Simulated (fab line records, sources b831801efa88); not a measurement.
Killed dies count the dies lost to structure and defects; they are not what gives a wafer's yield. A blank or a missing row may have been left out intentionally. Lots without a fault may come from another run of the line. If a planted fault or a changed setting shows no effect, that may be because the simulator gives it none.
One fault seen from 2 desks | flow gf180mcu | each desk has only its own numbers; what lay behind them comes last

## FROM THE METROLOGY DESK
What the gauges read for every lot (on any tool): the sampled wafers with a number, averaged. If a lot's mean is further than 4 standard deviations from the usual mean, the lot is out of limits and carries the mark OUT (the distance appears in the brackets).
Columns: A = STI_CVD_03_THK at GF_STI_THK_MEAS_04, usual 207.7 nm; B = cd_nm at GF_STI_CD_MEAS_12, usual 220.0 nm; C = VT_IMPLANT_TW at GF_VT_IMPLANT_TW_MEAS_10, usual 564
lot  | first seen here | A                | B     | C
L828 | day 1 13:34     | 208.6            | 220.3 | 567
L829 | day 1 18:34     | 208.0            | 218.9 | 567
L830 | day 2 02:14     | 204.2            | 221.7 | 568
L831 | day 2 05:38     | 206.9            | 219.2 | 557
L832 | day 2 10:33     | 205.8            | 221.0 | 569
L837 | day 3 10:34     | 193.5 (-5.7) OUT | 221.9 | 567
L841 | day 4 07:34     | 202.3            | 221.4 | 570
L843 | day 4 18:32     | 208.3            | 218.8 | 569
L847 | day 5 13:28     | 209.4            | 220.3 | 566
L848 | day 5 17:34     | 207.0            | 219.5 | 568
L850 | day 6 03:34     | 205.7            | 221.5 | 563
This desk's result: L837 out of limits, first on L837 (STI_CVD_03_THK at GF_STI_THK_MEAS_04), day 3 10:34. Within limits: L828, L829, L830, L831, L832, L841, L843, L847, L848, L850.

## DESK OF THE TOOL OWNER: lpcvd-02
The tool's own readings at GF_STI_CVD_03 (deposits Si3N4 from DCS/NH3, target thk 207.16 nm, time 3551 s): means of the sampled wafers that have a number, for each lot that ran on this tool. If a lot's mean is further than 4 standard deviations from the usual mean, the lot is out of limits and carries the mark OUT (the distance appears in the brackets).
Columns: A = pressure_mtorr at GF_STI_CVD_03, usual 250.1 mTorr; B = zone_power_top_pct at GF_STI_CVD_03, usual 25.7 %; C = zone_power_upper_pct at GF_STI_CVD_03, usual 13.6 %
lot  | first seen here | A                       | B    | C
L837 | day 3 08:34     | 200.5 (-99 or more) OUT | 27.4 | 13.7
L843 | day 4 16:31     | 250.0                   | 21.8 | 13.1
Finding of this desk: L837 out of limits; the first was L837 at day 3 08:34, on pressure_mtorr at GF_STI_CVD_03. Within limits: L843.

## PUT TOGETHER
The tool owner's desk had the chance to raise an alarm at day 3 08:34 on L837.
At day 3 10:34 the metrology desk could have sounded an alarm, on L837.
On lpcvd-02, each named lot ran GF_STI_CVD_03.

## WHAT THE SIMULATOR HAD INSERTED
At GF_STI_CVD_03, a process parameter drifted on lpcvd-02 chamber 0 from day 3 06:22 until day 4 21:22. From 250, the setting pressure_mtorr moved by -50. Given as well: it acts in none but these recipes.
Shown lots that were struck: L837.
Counting hours from when the fault started, the first reading out of limits came at 2 for the tool owner's desk and at 4 for the metrology desk.
